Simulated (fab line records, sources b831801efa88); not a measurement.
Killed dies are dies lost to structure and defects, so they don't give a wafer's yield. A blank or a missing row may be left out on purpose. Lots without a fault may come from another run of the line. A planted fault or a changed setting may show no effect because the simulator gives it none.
Chamber matching | flow sky130 | SKY_FIELD_ISO_ETCH_14 on rie_diel-03: 4 sister chambers
The step etches BARC in N2/H2, stops on SiO2, time 45.9 s, target depth 60 nm. 14 wafers are shown with their chamber, then 7 later ones without.

WAFERS WITH THEIR CHAMBER
wafer  | chamber | drypump_motor_current_A (A) | h2_flow_sccm (sccm) | throttle_valve_pct (%)
L075.3 | 2       | 5.5                         | 199.9               | 13.221
L075.4 | 1       | 6.1                         | 200.8               | 13.221
L075.5 | 3       | 5.9                         | 199.5               | 13.231
L078.1 | 1       | 6.0                         | 200.7               | 13.244
L078.2 | 3       | 5.9                         | 200.6               | 13.223
L078.4 | 2       | 5.5                         | 199.0               | 13.222
L079.2 | 3       | 5.9                         | 199.9               | 13.215
L079.4 | 0       | 5.7                         | 200.2               | 13.216
L079.6 | 2       | 5.5                         | 200.2               | 13.206
L084.1 | 2       | 5.5                         | 199.5               | 13.212
L084.4 | 3       | 5.9                         | 200.7               | 13.231
L084.6 | 1       | 6.0                         | 199.6               | 13.212
L088.1 | 3       | 5.9                         | 199.9               | 13.223
L088.3 | 0       | 5.7                         | 200.1               | 13.223

SIGNATURES (means of the wafers above)
reading                 | chamber 0 | chamber 1 | chamber 2 | chamber 3 | scatter within a chamber
drypump_motor_current_A | 5.700     | 6.033     | 5.500     | 5.900     | 0.0258
h2_flow_sccm            | 200.150   | 200.367   | 199.650   | 200.120   | 0.524
throttle_valve_pct      | 13.21950  | 13.22567  | 13.21525  | 13.22460  | 0.00961
Rule: a wafer's distance from a chamber is the root of the sum, over the readings, of the square of ((its reading less the chamber's mean) divided by the reading's scatter). The wafer belongs to the nearest chamber; if the next one is less than 2 further off, it can't be placed. The scatter: the root of (the sum of the squares of (reading less its chamber's mean) over the shown wafers, divided by (wafers less chambers)).

WAFERS WITHOUT THEIR CHAMBER
wafer  | drypump_motor_current_A (A) | h2_flow_sccm (sccm) | throttle_valve_pct (%)
L088.4 | 6.1                         | 200.1               | 13.252
L089.2 | 5.7                         | 199.5               | 13.223
L089.3 | 5.5                         | 200.4               | 13.210
L089.4 | 5.9                         | 199.6               | 13.222
L096.3 | 5.6                         | 200.7               | 13.223
L096.4 | 5.5                         | 200.5               | 13.222
L096.5 | 6.1                         | 200.3               | 13.229

WHICH CHAMBER EACH WENT THROUGH
wafer  | from the rows above     | in truth
L088.4 | 1                       | 1
L089.2 | 0                       | 0
L089.3 | 2                       | 2
L089.4 | 3                       | 3
L096.3 | can't be placed: 0 or 2 | 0
L096.4 | 2                       | 2
L096.5 | 1                       | 1
Placed correctly: 6 of 7. Can't be placed from these rows: 1 (the true chamber is among the candidates in 1). Placed wrongly: 0.
